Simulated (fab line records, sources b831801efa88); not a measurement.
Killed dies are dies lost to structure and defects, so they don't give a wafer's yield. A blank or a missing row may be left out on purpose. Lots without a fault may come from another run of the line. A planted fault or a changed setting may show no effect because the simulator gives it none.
fab line records | flow gf180mcu
record lots=14 wafers=42 last_day=34
route steps=602 shown STI@11 MVPSD@89 V2@387 M3@412
lots that met no fault: from a run of the same line without faults
start_h: hours from the record's first day to the start of the lot's first wafer shown | wait_h: hours since the lot's step before | " the same as in the row above | L1.1+2: a row that stands for several wafers | - no value, or no start given | * or withheld: withheld | < > ~ a bound
route shown NAME@n: a module of which the file shows steps, and the number in the route of the first | usual: mean/standard deviation of fault-free wafers | same: alike in all rows | chamber/n: place in a boat | sites: the reading at each site | _std_site: their standard deviation | _edge_site: outer sites' mean less inner sites' | radius_mm: how far each site lies from the wafer's centre | mask NAME#n: copy n | behind: the tool/chamber that last shaped the wafer | hold: why the lot was held/for how many hours/how that ended | device: the transistor (n, p or np) that didn't switch | end of line: the same wafers' tests at the end of the route | a step without rows: its recipe alone | killed: dies lost to structure and defects at the first sort, not the wafer's yield | map: a wafer's dies, x killed, . not, _ none there
set.NAME: the setting as run; set.NAME@STEP: as run at that earlier step | model.NAME: the simulator's own value behind a step, which no gauge read
steps of the route over a sample of lots; a table a step, a row a wafer
services: from which hour (start_h, from the record's first day; less than 0 if before it) a tool's chamber was out of use, for how many hours, and why
## steps
# step GF_STI_PEB_10
# recipe peb_temp_c=135 peb_time_s=90 resist=KrF
# columns lot.wafer tool chamber start_h wait_h
L513.3+4+5 litho_track-03 0 24.90 -
L514.3+4+6 litho_track-04 0 29.58 -
L515.2+4+5 litho_track-01 0 34.18 -
L516.3+5+6 litho_track-01 0 43.91 -
L518.1+3+4 litho_track-01 0 50.99 -
L520.2+3+6 litho_track-03 0 60.32 -
L521.1+2+6 litho_track-01 0 65.89 -
L524.1+2+5 litho_track-04 0 82.01 -
L529.2+3+6 litho_track-04 0 107.34 -
L531.2+3+6 litho_track-01 0 117.58 -
L532.1+4+6 litho_track-03 0 122.88 -
L533.3+4+6 litho_track-03 0 128.25 -
L534.1+4+6 litho_track-01 0 132.49 -
L535.2+3+5 litho_track-01 0 137.18 -
# step GF_STI_CD_MEAS_12
# recipe target_cd_nm=220
# usual cd_nm=220.2/1.2
# columns lot.wafer tool chamber start_h wait_h hold cd_nm
L513.3 cd_sem-01 - 25.22 0.1 - 219.8
L513.4 " - " " - 219.8
L513.5 " - " " - 219.6
L514.3 cd_sem-01 - 29.90 0.1 - 223.4
L514.4 " - " " - 222.5
L514.6 " - " " - 221.6
L515.2 cd_sem-02 - 34.51 0.1 - 218.2
L515.4 " - " " - 218.4
L515.5 " - " " - 218.4
L516.3 cd_sem-02 - 44.23 0.1 - 218.3
L516.5 " - " " - 218.6
L516.6 " - " " - 218.8
L518.1 cd_sem-02 - 51.34 0.1 await_dispo/0.2h/release 218.8
L518.3 " - " " await_dispo/0.2h/release 214.8
L518.4 " - " " await_dispo/0.2h/release 218.6
L518.1 cd_sem-02 - 51.63 0.3 - 218.9
L518.3 " - " " - 214.8
L518.4 " - " " - 218.5
L520.2 cd_sem-02 - 60.65 0.1 - 219.3
L520.3 " - " " - 220.3
L520.6 " - " " - 220.3
L521.1 cd_sem-01 - 66.24 0.1 - 220.9
L521.2 " - " " - 221.3
L521.6 " - " " - 215.7
L524.1 cd_sem-01 - 82.36 0.1 - 221.0
L524.2 " - " " - 221.1
L524.5 " - " " - 221.0
L529.2 cd_sem-01 - 107.68 0.1 - 220.0
L529.3 " - " " - 219.7
L529.6 " - " " - 217.9
L531.2 cd_sem-01 - 117.92 0.1 - 220.3
L531.3 " - " " - 220.5
L531.6 " - " " - 219.4
L532.1 cd_sem-01 - 123.23 0.1 - 220.5
L532.4 " - " " - 221.1
L532.6 " - " " - 220.9
L533.3 cd_sem-01 - 128.57 0.1 - 220.9
L533.4 " - " " - 221.1
L533.6 " - " " - 220.1
L534.1 cd_sem-01 - 132.84 0.1 - 222.9
L534.4 " - " " - 223.0
L534.6 " - " " - 221.9
L535.2 cd_sem-02 - 137.51 0.1 - 219.5
L535.3 " - " " - 219.2
L535.5 " - " " - 219.0
# step GF_MVPSD_TW_MEAS_11
# usual MVPSD_TW=560/9.6
# columns lot.wafer tool chamber start_h wait_h MVPSD_TW
L513.3 film_metro-02 - 99.89 0.1 565
L513.4 " - " " 568
L513.5 " - " " 567
L514.3 film_metro-02 - 104.75 0.1 567
L514.4 " - " " 569
L514.6 " - " " 565
L515.2 film_metro-04 - 108.88 0.1 561
L515.4 " - " " 561
L515.5 " - " " 562
L516.3 film_metro-02 - 118.70 0.1 565
L516.5 " - " " 567
L516.6 " - " " 570
L518.1 film_metro-03 - 128.62 0.1 550
L518.3 " - " " 545
L518.4 " - " " 549
L520.2 film_metro-03 - 136.63 0.1 546
L520.3 " - " " 547
L520.6 " - " " 546
L521.1 film_metro-02 - 143.82 0.1 566
L521.2 " - " " 569
L521.6 " - " " 566
L524.1 film_metro-02 - 162.27 0.1 565
L524.2 " - " " 568
L524.5 " - " " 568
L529.2 film_metro-04 - 192.93 0.1 567
L529.3 " - " " 568
L529.6 " - " " 565
L531.2 film_metro-04 - 203.28 0.1 567
L531.3 " - " " 567
L531.6 " - " " 562
L532.1 film_metro-04 - 209.53 0.1 565
L532.4 " - " " 564
L532.6 " - " " 564
L533.3 film_metro-03 - 215.94 0.1 544
L533.4 " - " " 541
L533.6 " - " " 541
L534.1 film_metro-04 - 223.32 0.1 564
L534.4 " - " " 564
L534.6 " - " " 563
L535.2 film_metro-04 - 226.48 0.1 566
L535.3 " - " " 562
L535.5 " - " " 559
# step GF_V2_BOW_MEAS_05
# recipe mode=bow
# usual V2_BOW=98/8.3
# columns lot.wafer tool chamber start_h wait_h V2_BOW[um]
L513.3 film_metro-03 - 439.53 0.2 97
L513.4 " - " " 92
L513.5 " - " " 95
L514.3 film_metro-04 - 448.38 0.2 96
L514.4 " - " " 94
L514.6 " - " " 106
L515.2 film_metro-03 - 453.69 0.2 93
L515.4 " - " " 97
L515.5 " - " " 91
L516.3 film_metro-04 - 473.75 0.2 114
L516.5 " - " " 95
L516.6 " - " " 96
L518.1 film_metro-02 - 492.43 0.2 79
L518.3 " - " " 102
L518.4 " - " " 92
L520.2 film_metro-03 - 499.57 0.1 98
L520.3 " - " " 100
L520.6 " - " " 95
L521.1 film_metro-02 - 515.75 0.1 99
L521.2 " - " " 107
L521.6 " - " " 108
L524.1 film_metro-02 - 542.93 0.1 91
L524.2 " - " " 97
L524.5 " - " " 90
L529.2 film_metro-02 - 579.38 0.2 88
L529.3 " - " " 90
L529.6 " - " " 83
L531.2 film_metro-02 - 590.33 0.1 93
L531.3 " - " " 103
L531.6 " - " " 96
L532.1 film_metro-04 - 598.01 0.2 96
L532.4 " - " " 90
L532.6 " - " " 81
L533.3 film_metro-04 - 609.75 0.1 96
L533.4 " - " " 103
L533.6 " - " " 89
L534.1 film_metro-03 - 612.70 0.1 86
L534.4 " - " " 93
L534.6 " - " " 109
L535.2 film_metro-03 - 614.84 0.2 92
L535.3 " - " " 91
L535.5 " - " " 94
# step GF_M3_SPUTTER_03
# recipe material=Ti target_thk_nm=10 substrate_temp_c=300 chamber_pressure_pa=0.3 power_w=3000 time_s=6.7
# usual throttle_valve_pct=29.4/1.1
# columns lot.wafer tool chamber start_h wait_h throttle_valve_pct
L513.3 pvd_sputter-01 - 465.65 0.0 30.2
L513.4 " - " " 27.4
L513.5 " - " " 31.7
L514.3 pvd_sputter-03 - 474.51 0.0 30.0
L514.4 " - " " 30.0
L514.6 " - " " 30.1
L515.2 pvd_sputter-01 - 479.46 0.0 31.7
L515.4 " - " " 30.2
L515.5 " - " " 27.6
L516.3 pvd_sputter-03 - 498.65 0.0 30.0
L516.5 " - " " 30.0
L516.6 " - " " 30.2
L518.1 pvd_sputter-02 - 517.66 0.0 28.4
L518.3 " - " " 29.7
L518.4 " - " " 28.0
L520.2 pvd_sputter-03 - 524.93 0.0 30.1
L520.3 " - " " 29.8
L520.6 " - " " 30.2
L521.1 pvd_sputter-02 - 540.20 0.0 29.8
L521.2 " - " " 29.2
L521.6 " - " " 28.6
L524.1 pvd_sputter-02 - 567.32 0.0 29.8
L524.2 " - " " 29.5
L524.5 " - " " 28.4
L529.2 pvd_sputter-03 - 602.20 0.0 28.4
L529.3 " - " " 29.9
L529.6 " - " " 28.3
L531.2 pvd_sputter-02 - 612.98 0.0 28.5
L531.3 " - " " 28.5
L531.6 " - " " 29.4
L532.1 pvd_sputter-02 - 620.48 0.0 30.0
L532.4 " - " " 28.3
L532.6 " - " " 29.7
L533.3 pvd_sputter-01 - 631.86 0.0 30.3
L533.4 " - " " 27.6
L533.6 " - " " 28.7
L534.1 pvd_sputter-01 - 635.21 0.0 27.3
L534.4 " - " " 28.5
L534.6 " - " " 30.2
L535.2 pvd_sputter-01 - 637.45 0.0 28.5
L535.3 " - " " 30.1
L535.5 " - " " 31.5
## services
# columns tool chamber start_h hours kind
pvd_sputter-01 - 22.65 8.7 repair
pvd_sputter-02 1 30.08 - consumable_replace:kit
pvd_sputter-02 1 30.08 18.0 scheduled_down
pvd_sputter-02 1 30.08 18.0 vent_cycle
pvd_sputter-03 - 31.66 1.4 repair
litho_track-01 - 37.91 - consumable_replace:filter
pvd_sputter-01 - 49.77 3.2 repair
pvd_sputter-01 - 56.06 3.0 repair
pvd_sputter-01 3 112.85 - consumable_replace:kit
pvd_sputter-01 3 112.85 18.0 scheduled_down
pvd_sputter-01 3 112.85 18.0 vent_cycle
pvd_sputter-03 - 142.34 1.2 repair
pvd_sputter-01 - 168.74 2.9 repair
pvd_sputter-02 0 218.53 - consumable_replace:kit
pvd_sputter-01 - 239.12 18.3 repair
litho_track-01 - 331.08 - consumable_replace:filter
pvd_sputter-01 - 355.83 1.9 repair
pvd_sputter-02 - 451.25 1.8 repair
pvd_sputter-03 - 464.14 6.3 repair
pvd_sputter-03 - 547.87 2.4 repair
pvd_sputter-02 - 562.65 1.2 repair
pvd_sputter-02 - 567.83 1.2 repair
pvd_sputter-03 - 577.48 3.9 repair
pvd_sputter-03 - 605.81 12.8 repair
## key
first_sign step=GF_STI_CD_MEAS_12 reading=visit direction=added
effect step=GF_STI_CD_MEAS_12 reading=cd_nm direction=down sigmas=4 usual=220.2 struck=215.3
met_at GF_STI_PEB_10
struck_lots L518,L521
struck_wafers L518.3,L521.6
tester_left_out L518,L521
not_acting_at GF_MVPSD_TW_MEAS_11,GF_V2_BOW_MEAS_05,GF_M3_SPUTTER_03
onset_between 43.91 50.99
fault kind=process_parameter_drift tool=litho_track-01 chamber=- onset_h=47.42 steps=GF_STI_PEB_10 channel=peb_time_s offset=* shape=step end_h=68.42 scope=struck_wafers_only acts_in=* stated=*
# tester_left_out: of these lots the tester's yield and bins aren't shown, on N5 and GAA mostly nor the transistor test; their killed dies are dies lost to structure and defects alone, not to doping, threshold or leakage, so they don't give the yield
